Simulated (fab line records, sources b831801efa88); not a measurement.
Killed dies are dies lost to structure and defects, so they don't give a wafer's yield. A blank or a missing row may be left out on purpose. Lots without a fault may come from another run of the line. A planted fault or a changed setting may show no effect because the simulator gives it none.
Problem report in the 8D (eight disciplines) form, filled by code | flow gf180mcu | the parts of the form that need people (team, actions taken, sign-off) are left out

1. THE PROBLEM
dose_ions_cm2 at GF_VT_IMPLANT_IMPLANT_30 reads a mean of 2.730e+12 on 6 wafers of 2 lots; wafers without a fault read 2.534e+12 with a standard deviation of 2.7e+09. That is +73 standard deviations from the usual mean.
First seen on wafer L325.4, day 9 02:04, on implanter-04. The record holds 18 wafers of 6 lots with a number at this step. Rule for "out", or "out of limits": more than 4 standard deviations from the usual mean. The other wafers with a number count as sound.

2. WHAT IT IS AND WHAT IT IS NOT
question                    | is                     | is not
which readings at this step | dose_ions_cm2          | -
which lots                  | L325, L329             | L320, L334, L336, L337
which wafers of those lots  | all that have a number | -
read on which tools         | implanter-04           | implanter-01, implanter-03
when                        | from day 9 02:04       | up to then (3 sound wafers); but 9 sound wafers of L334, L336, L337 came after

3. SUSPECTS, AND WHAT RULES EACH OUT
Counting: a tool at a process step up to the reading stays a suspect if it ran every lot that is out and no sound lot after the first of them.
- plasma_asher-02 at GF_VT_IMPLANT_STRIP_20 (strips in O2/N2): ruled out as a lasting fault. Sound lots L337 ran on it after its first lot that is out, L325 (day 8 08:16).
- implanter-04 at GF_VT_IMPLANT_IMPLANT_30: ruled out as a lasting fault. Sound lots L337 ran on it after its first lot that is out, L325 (day 9 02:04).
Left after counting: nothing in the record.

4. THE CAUSE (what the simulator had put in)
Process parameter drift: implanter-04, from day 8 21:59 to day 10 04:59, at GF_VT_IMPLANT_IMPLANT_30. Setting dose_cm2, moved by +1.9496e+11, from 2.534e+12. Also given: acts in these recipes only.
Counting ruled it out, wrongly.

5. THE CHAIN OF EFFECTS, in route order
Each row: a reading whose mean over the struck wafers that have a number lies more than 3 standard deviations from the usual. Only readings for which the record gives a usual standard deviation are gone through. hours: the time from each lot's start at the first step in this table that gives one to its start at this step, as a median over the lots. sigmas: the change in usual standard deviations.
hours | step                     | reading            | usual     | on struck wafers | change     | sigmas
0     | GF_VT_IMPLANT_IMPLANT_30 | dose_ions_cm2      | 2.534e+12 | 2.730e+12        | +1.962e+11 | +73
0     | GF_VT_IMPLANT_IMPLANT_30 | faraday_current_uA | 14.31     | 15.55            | +1.24      | +5.0
The process steps in it:
- GF_VT_IMPLANT_IMPLANT_30

6. WHAT WOULD HAVE CAUGHT IT SOONER
In this record the first reading out of limits was taken at day 9 02:04, 4 hours after the fault began at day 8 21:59.
